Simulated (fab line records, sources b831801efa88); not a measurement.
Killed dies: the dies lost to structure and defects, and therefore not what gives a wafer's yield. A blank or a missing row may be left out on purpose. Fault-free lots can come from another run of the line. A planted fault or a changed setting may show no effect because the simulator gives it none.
The tool behind it: which one? ; flow sky130 ; 42 wafers from 14 lots sampled at 4 of the route's 708 steps

== WHAT EACH GAUGE READ, for each wafer ==
SKY_LI_CONTACT_BOW_MEAS_03.
lot;measured;on;LI_CONTACT_BOW (um)
L589;day 28 01:04;filmMetro-01;55 52 50
L590;day 28 07:47;filmMetro-02;43 62 67
L591;day 29 01:04;filmMetro-04;55 66 66
L592;day 29 01:18;filmMetro-01;58 55 64
L593;day 29 18:28;filmMetro-01;52 64 58
L594;day 30 08:16;filmMetro-04;54 51 53
L595;day 30 12:51;filmMetro-04;57 46 47
L596;day 30 21:07;filmMetro-02;43 60 60
L597;day 31 09:01;filmMetro-04;53 66 63
L598;day 31 09:16;filmMetro-02;51 55 56
L600;day 32 00:34;filmMetro-01;53 53 43
L601;day 32 15:18;filmMetro-04;51 52 51
L602;day 32 18:01;filmMetro-04;52 49 54
L603;day 33 12:56;filmMetro-02;70 52 64

== WHAT TOOL EACH LOT RAN ON (gives the tool, then ch and the chambers of the sampled wafers, and finally the start) ==
lot;SKY_SD_N_COAT_02;SKY_SD_N_STRIP_11;SKY_SD_N_RTA_14
L589;lithoTrack-03 ch 0, day 27 08:21;plasmaAsher-04 ch 0,1, day 27 23:40;rtpAnneal-02 ch 0, day 28 00:02
L590;lithoTrack-01 ch 0, day 27 15:45;plasmaAsher-02 ch 0,1, day 28 06:33;rtpAnneal-01 ch 0, day 28 06:46
L591;lithoTrack-01 ch 0, day 28 09:00;plasmaAsher-01 ch 0,1, day 28 23:51;rtpAnneal-02 ch 0, day 29 00:04
L592;lithoTrack-02 ch 0, day 28 09:17;plasmaAsher-02 ch 0,1, day 29 00:03;rtpAnneal-01 ch 0, day 29 00:17
L593;lithoTrack-02 ch 0, day 29 02:35;plasmaAsher-02 ch 0,1, day 29 17:13;rtpAnneal-02 ch 0, day 29 17:26
L594;lithoTrack-01 ch 0, day 29 15:52;plasmaAsher-04 ch 0,1, day 30 07:01;rtpAnneal-01 ch 0, day 30 07:14
L595;lithoTrack-01 ch 0, day 29 21:09;plasmaAsher-02 ch 0,1, day 30 11:24;rtpAnneal-02 ch 0, day 30 11:37
L596;lithoTrack-02 ch 0, day 30 05:58;plasmaAsher-02 ch 0, day 30 19:53;rtpAnneal-01 ch 0, day 30 20:06
L597;lithoTrack-02 ch 0, day 30 17:22;plasmaAsher-01 ch 0,1, day 31 07:47;rtpAnneal-02 ch 0, day 31 07:59
L598;lithoTrack-01 ch 0, day 30 17:39;plasmaAsher-02 ch 0,1, day 31 07:52;rtpAnneal-01 ch 0, day 31 08:05
L600;lithoTrack-03 ch 0, day 31 08:57;plasmaAsher-01 ch 0,1, day 31 23:21;rtpAnneal-01 ch 0, day 31 23:34
L601;lithoTrack-03 ch 0, day 32 00:01;plasmaAsher-02 ch 0,1, day 32 14:03;rtpAnneal-02 ch 0, day 32 14:17
L602;lithoTrack-03 ch 0, day 32 02:42;plasmaAsher-02 ch 0,1, day 32 16:47;rtpAnneal-01 ch 0, day 32 16:59
L603;lithoTrack-03 ch 0, day 32 21:06;plasmaAsher-02 ch 0,1, day 33 11:42;rtpAnneal-02 ch 0, day 33 11:55
- SKY_SD_N_COAT_02: resist thk 1140 nm.
- SKY_SD_N_STRIP_11: strips in O2/N2.
- SKY_SD_N_RTA_14: time 2 s.

== WHAT THE TOOLS THEMSELVES READ (means of the sampled wafers that have a number; where no wafer has one, the mark that the record gives instead) ==
SKY_SD_N_COAT_02.
lot;tool;exhaustPa (Pa)
L589;lithoTrack-03;45.4
L590;lithoTrack-01;44.3
L591;lithoTrack-01;44.0
L592;lithoTrack-02;46.9
L593;lithoTrack-02;45.9
L594;lithoTrack-01;44.5
L595;lithoTrack-01;44.3
L596;lithoTrack-02;43.8
L597;lithoTrack-02;45.2
L598;lithoTrack-01;45.0
L600;lithoTrack-03;44.9
L601;lithoTrack-03;45.3
L602;lithoTrack-03;45.8
L603;lithoTrack-03;43.7

SKY_SD_N_STRIP_11.
lot;tool;drypumpMotorCurrentA (A);oesProductAu (a.u.);stripTimeToEndpointS (s)
L589;plasmaAsher-04;5.7;0.529;22.60
L590;plasmaAsher-02;5.8;0.525;22.50
L591;plasmaAsher-01;6.2;0.521;22.54
L592;plasmaAsher-02;5.9;0.533;22.57
L593;plasmaAsher-02;5.9;0.526;22.57
L594;plasmaAsher-04;6.0;0.530;22.52
L595;plasmaAsher-02;5.8;0.532;22.53
L596;plasmaAsher-02;6.1;0.522;22.56
L597;plasmaAsher-01;6.4;0.528;22.50
L598;plasmaAsher-02;5.7;0.527;22.47
L600;plasmaAsher-01;6.4;0.525;22.53
L601;plasmaAsher-02;5.9;0.529;22.53
L602;plasmaAsher-02;5.9;0.526;22.06
L603;plasmaAsher-02;5.9;0.523;22.00

SKY_SD_N_RTA_14.
lot;tool;lampPowerPct (%);wafer_temp_C_max
L589;rtpAnneal-02;15.75;1078.0
L590;rtpAnneal-01;15.78;1078.1
L591;rtpAnneal-02;15.72;1076.5
L592;rtpAnneal-01;15.70;1078.7
L593;rtpAnneal-02;15.77;1077.3
L594;rtpAnneal-01;15.76;1077.5
L595;rtpAnneal-02;15.73;1077.4
L596;rtpAnneal-01;15.74;1077.5
L597;rtpAnneal-02;15.75;1078.7
L598;rtpAnneal-01;15.80;1078.4
L600;rtpAnneal-01;15.68;1079.3
L601;rtpAnneal-02;15.74;1077.0
L602;rtpAnneal-01;15.77;1077.0
L603;rtpAnneal-02;15.76;1077.1

== THE ANSWER, worked out from the rows above alone ==
Rule: the lots themselves supply what counts as usual. Put in order of their means at a reading, lots are off if they are a third of the lots or fewer, leave a main group of 4 or more, and stand apart from it by a gap of 3 or more times the standard deviation of the main group's means; of several such gaps the widest counts. Not used: any main group whose means are identical at the precision the tables above print for the reading. A lot without any number at a reading at which 4 lots or more have one is off too. All remaining lots with rows at the step are treated as sound. Order of review: gauges by route order, followed by the tools' own readings, for which a lot's mean as printed above is used. The first step at which some lot is off is used, and at that step the reading that is off furthest; a lot without a number counts as furthest.
Off at SKY_SD_N_STRIP_11 (stripTimeToEndpointS): L602, L603. Mean 22.54 s and standard deviation 0.035 in the main group.
If a tool, at that step or one of the process steps before it, ran each lot that is off and ran no sound lot following the first of them, it fits. Undecided on this evidence; 2 tools fit (lithoTrack-03 at SKY_SD_N_COAT_02, plasmaAsher-02 at SKY_SD_N_STRIP_11).

== WHAT THE SIMULATOR HAD PUT IN ==
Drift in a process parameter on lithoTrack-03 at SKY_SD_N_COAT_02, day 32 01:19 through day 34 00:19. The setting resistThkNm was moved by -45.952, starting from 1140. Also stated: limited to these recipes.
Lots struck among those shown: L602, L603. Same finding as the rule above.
